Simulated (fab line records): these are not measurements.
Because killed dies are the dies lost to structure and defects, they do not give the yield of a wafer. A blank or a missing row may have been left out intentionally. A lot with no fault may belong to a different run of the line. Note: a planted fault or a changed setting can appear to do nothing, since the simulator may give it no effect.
2 desks looking at one fault -- flow sky130 -- what lay behind the numbers comes last; until then each desk has only its own

FROM THE METROLOGY DESK
What the gauges read, lot by lot, whatever tool the lot ran on: means of the sampled wafers that have a number. Marked OUT: a lot whose mean sits more than 4 standard deviations from the usual mean, which makes it out of limits; the brackets give that distance.
Columns: A = VIA4_OVL at SKY_VIA4_OVL_MEAS_11, usual 0.0 nm
lot,first seen here,A
L432,day 43 07:32,-0.4
L433,day 43 08:26,1.8
L445,day 46 09:41,1.1
L446,day 46 11:44,-0.5
L452,day 48 02:59,-1.0
L455,day 49 04:20,-0.7
This desk's verdict: no lot among the 6 shows anything out of limits.

AT THE TOOL OWNER'S DESK: pvd-sputter-03
The tool's own readings at SKY_VIA4_SPUTTER_17 (material TiN, target thk 20 nm, time 80 s): means of the sampled wafers that have a number, for each lot that ran on this tool. Marked OUT: a lot whose mean sits more than 4 standard deviations from the usual mean, which makes it out of limits; the brackets give that distance.
Columns: A = throttle-valve-pct at SKY_VIA4_SPUTTER_17, usual 29.6 %
lot,first seen here,A
L433,day 43 09:10,29.3
L445,day 46 10:24,30.1
L446,day 46 12:26,29.4
This desk's verdict: no lot among the 3 shows anything out of limits.

BROUGHT TOGETHER
At the metrology desk, nothing out of limits was observed.
The desk of the tool owner found nothing out of limits.

WHAT WAS PUT IN BY THE SIMULATOR
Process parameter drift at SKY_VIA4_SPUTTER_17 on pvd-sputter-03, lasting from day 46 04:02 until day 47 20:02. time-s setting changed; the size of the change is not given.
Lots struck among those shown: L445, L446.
